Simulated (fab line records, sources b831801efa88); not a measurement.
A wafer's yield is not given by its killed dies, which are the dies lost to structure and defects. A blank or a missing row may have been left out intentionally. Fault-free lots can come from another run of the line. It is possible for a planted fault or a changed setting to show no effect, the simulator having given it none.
Which tool did it? :: flow gf180mcu :: 18 wafers from 6 lots sampled at 2 of the route's 602 steps

## WHAT EACH GAUGE READ, for each wafer
GF_VT_IMPLANT_RS_MEAS_46: measures by four-point-probe.
lot: L548
measured: day 7 18:24
on: film metro-01
MVSD_RS (ohm/sq): 455.3 454.8 455.2

lot: L550
measured: day 8 09:47
on: film metro-04
MVSD_RS (ohm/sq): 455.7 457.3 456.3

lot: L552
measured: day 9 01:04
on: film metro-01
MVSD_RS (ohm/sq): 456.7 456.1 456.5

lot: L554
measured: day 9 11:37
on: film metro-01
MVSD_RS (ohm/sq): 457.4 457.3 456.9

lot: L559
measured: day 11 00:49
on: film metro-01
MVSD_RS (ohm/sq): 478.6 479.3 477.0

lot: L569
measured: day 13 14:35
on: film metro-04
MVSD_RS (ohm/sq): 456.9 457.1 458.1

## TOOL THAT RAN EACH LOT (tool first, then ch and the chambers of the sampled wafers, then the start)
lot: L548
GF_MVSD_IMPLANT_09: implanter-04 ch 0, day 4 14:49

lot: L550
GF_MVSD_IMPLANT_09: implanter-04 ch 0, day 5 03:22

lot: L552
GF_MVSD_IMPLANT_09: implanter-03 ch 0, day 5 16:29

lot: L554
GF_MVSD_IMPLANT_09: implanter-03 ch 0, day 6 02:53

lot: L559
GF_MVSD_IMPLANT_09: implanter-04 ch 0, day 7 11:15

lot: L569
GF_MVSD_IMPLANT_09: implanter-03 ch 0, day 9 15:56
- GF_MVSD_IMPLANT_09

## THE ANSWER, worked out from the rows above alone
Rule: the usual values come from the lots themselves. Put in order of their means at a reading, lots are off if they are a third of the lots or fewer, leave a main group of 4 or more, and stand apart from it by a gap of 3 or more times the standard deviation of the main group's means; of several such gaps the widest counts. Not used: any main group whose means are identical at the precision the tables above print for the reading. Also off: a lot with no number at a reading for which 4 or more lots have one. Any other lot the step has rows for is counted as sound.
Off: L559, at GF_VT_IMPLANT_RS_MEAS_46 (MVSD_RS). The main group: mean 456.5 ohm/sq, standard deviation 0.8.
A tool fits if, at a process step before that reading, it ran every lot that is off, and no sound lot after the first of them. Those tools and the gauges at GF_VT_IMPLANT_RS_MEAS_46 are tried in the same way. 2 tools fit, implanter-04 at GF_MVSD_IMPLANT_09 and film metro-01 at GF_VT_IMPLANT_RS_MEAS_46, so this cannot tell which one it is.

## WHAT THE SIMULATOR HAD PUT IN
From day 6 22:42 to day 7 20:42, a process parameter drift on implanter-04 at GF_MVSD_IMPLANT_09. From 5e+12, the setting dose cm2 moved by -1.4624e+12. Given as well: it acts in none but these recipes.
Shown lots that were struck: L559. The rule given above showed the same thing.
